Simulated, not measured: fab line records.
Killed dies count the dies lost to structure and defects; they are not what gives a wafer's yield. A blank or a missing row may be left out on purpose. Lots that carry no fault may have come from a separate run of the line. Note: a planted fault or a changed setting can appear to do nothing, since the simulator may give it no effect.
Which tool is to blame? :: flow gf180mcu :: 12 lots with 36 wafers sampled at 5 steps, on a route of 602 steps

## WHAT THE GAUGES READ, wafer by wafer
GF_V4_THK_MEAS_03.
lot: L075
measured: day 24 04:23
on: film_metro-02
V4_CVD_02_THK (nm): 855 863 858

lot: L077
measured: day 25 04:40
on: film_metro-04
V4_CVD_02_THK (nm): 856 865 861

lot: L079
measured: day 25 10:20
on: film_metro-04
V4_CVD_02_THK (nm): 848 863 856

lot: L082
measured: day 26 05:55
on: film_metro-02
V4_CVD_02_THK (nm): 863 860 873

lot: L084
measured: day 26 23:10
on: film_metro-01
V4_CVD_02_THK (nm): 865 855 870

lot: L085
measured: day 27 07:07
on: film_metro-01
V4_CVD_02_THK (nm): 846 843 861

lot: L087
measured: day 27 19:11
on: film_metro-02
V4_CVD_02_THK (nm): 859 852 860

lot: L089
measured: day 28 10:11
on: film_metro-04
V4_CVD_02_THK (nm): 842 867 851

lot: L091
measured: day 29 02:27
on: film_metro-02
V4_CVD_02_THK (nm): 840 866 850

lot: L093
measured: day 29 13:48
on: film_metro-04
V4_CVD_02_THK (nm): 855 848 842

lot: L095
measured: day 29 21:44
on: film_metro-04
V4_CVD_02_THK (nm): 845 848 845

lot: L097
measured: day 30 02:02
on: film_metro-01
V4_CVD_02_THK (nm): 850 851 861

## TOOL THAT RAN EACH LOT (tool first, then ch and the chambers of the sampled wafers, then the start)
lot: L075
GF_POLY_GATE_ETCH_12: rie_diel-02 ch 0,3, day 9 18:59
GF_M2_STRIP_17: plasma_asher-01 ch 0,1, day 20 01:35
GF_V2_ETCH_17: rie_diel-03 ch 0,1,2, day 24 04:23 or earlier
GF_V3_ETCH_17: rie_diel-02 ch 0,1,3, day 24 04:23 or earlier

lot: L077
GF_POLY_GATE_ETCH_12: rie_diel-01 ch 1,2,3, day 10 11:38
GF_M2_STRIP_17: plasma_asher-01 ch 0,1, day 21 02:50
GF_V2_ETCH_17: rie_diel-04 ch 0,1, day 25 04:40 or earlier
GF_V3_ETCH_17: rie_diel-04 ch 0,2,3, day 25 04:40 or earlier

lot: L079
GF_POLY_GATE_ETCH_12: rie_diel-01 ch 0,1,3, day 10 20:43
GF_M2_STRIP_17: plasma_asher-01 ch 0,1, day 21 08:59
GF_V2_ETCH_17: rie_diel-01 ch 0,1,3, day 25 10:20 or earlier
GF_V3_ETCH_17: rie_diel-03 ch 0,1,2, day 25 10:20 or earlier

lot: L082
GF_POLY_GATE_ETCH_12: rie_diel-01 ch 0,3, day 11 13:50
GF_M2_STRIP_17: plasma_asher-03 ch 0,1, day 22 06:40
GF_V2_ETCH_17: rie_diel-03 ch 0,3, day 26 05:55 or earlier
GF_V3_ETCH_17: rie_diel-04 ch 1,2,3, day 26 05:55 or earlier

lot: L084
GF_POLY_GATE_ETCH_12: rie_diel-02 ch 0,1,2, day 12 01:49
GF_M2_STRIP_17: plasma_asher-04 ch 0,1, day 23 02:16
GF_V2_ETCH_17: rie_diel-03 ch 0,1,2, day 26 23:10 or earlier
GF_V3_ETCH_17: rie_diel-04 ch 0,1, day 26 23:10 or earlier

lot: L085
GF_POLY_GATE_ETCH_12: rie_diel-02 ch 0,1,2, day 12 09:14
GF_M2_STRIP_17: plasma_asher-04 ch 1, day 23 11:46
GF_V2_ETCH_17: rie_diel-04 ch 0,1,3, day 27 07:07 or earlier
GF_V3_ETCH_17: rie_diel-02 ch 0,2, day 27 07:07 or earlier

lot: L087
GF_POLY_GATE_ETCH_12: rie_diel-04 ch 1,2,3, day 12 22:08
GF_M2_STRIP_17: plasma_asher-03 ch 0,1, day 24 00:28
GF_V2_ETCH_17: rie_diel-03 ch 1,2, day 27 19:11 or earlier
GF_V3_ETCH_17: rie_diel-03 ch 0,1,3, day 27 19:11 or earlier

lot: L089
GF_POLY_GATE_ETCH_12: rie_diel-04 ch 0,3, day 13 16:29
GF_M2_STRIP_17: plasma_asher-03 ch 0,1, day 24 17:43
GF_V2_ETCH_17: rie_diel-01 ch 0,2,3, day 28 10:11 or earlier
GF_V3_ETCH_17: rie_diel-04 ch 2,3, day 28 10:11 or earlier

lot: L091
GF_POLY_GATE_ETCH_12: rie_diel-02 ch 1,3, day 14 09:14
GF_M2_STRIP_17: plasma_asher-04 ch 0,1, day 25 10:05
GF_V2_ETCH_17: rie_diel-01 ch 1,3, day 29 02:27 or earlier
GF_V3_ETCH_17: rie_diel-02 ch 0,1,3, day 29 02:27 or earlier

lot: L093
GF_POLY_GATE_ETCH_12: rie_diel-02 ch 2,3, day 14 20:35
GF_M2_STRIP_17: plasma_asher-01 ch 0,1, day 25 23:38
GF_V2_ETCH_17: rie_diel-04 ch 0,3, day 29 13:48 or earlier
GF_V3_ETCH_17: rie_diel-02 ch 2,3, day 29 13:48 or earlier

lot: L095
GF_POLY_GATE_ETCH_12: rie_diel-01 ch 0,2,3, day 15 07:11
GF_M2_STRIP_17: plasma_asher-04 ch 0,1, day 26 08:13
GF_V2_ETCH_17: rie_diel-03 ch 0,1,2, day 29 21:44 or earlier
GF_V3_ETCH_17: rie_diel-03 ch 0,3, day 29 21:44 or earlier

lot: L097
GF_POLY_GATE_ETCH_12: rie_diel-04 ch 1,2, day 15 16:20
GF_M2_STRIP_17: plasma_asher-03 ch 0,1, day 26 13:01
GF_V2_ETCH_17: rie_diel-01 ch 0,1, day 30 02:02 or earlier
GF_V3_ETCH_17: rie_diel-03 ch 1,3, day 30 02:02 or earlier
- GF_POLY_GATE_ETCH_12: etches BARC in N2/H2.
- GF_M2_STRIP_17: strips in O2/N2.
- GF_V2_ETCH_17: etches SiO2 in C4F8/O2/Ar, stops on TiN, target depth 630 nm.
- GF_V3_ETCH_17: etches SiO2 in C4F8/O2/Ar, stops on TiN, target depth 635 nm.

## THE ANSWER, worked out from the rows above alone
Rule: what is usual is taken from the lots themselves. The widest of any qualifying gaps counts: lots, ordered by their means at a reading, are off when they make up no more than a third of the lots, leave a main group of 4 or more, and stand apart from it by 3 or more times the standard deviation of that group's means. A main group is skipped when, at the precision printed for the reading in the tables above, its means are all equal. A lot without any number at a reading at which 4 lots or more have one is off too. The other lots that the step has rows for count as sound.
Across all readings shown, no lot is off: no conclusion can be drawn from this.

## WHAT THE SIMULATOR HAD PUT IN
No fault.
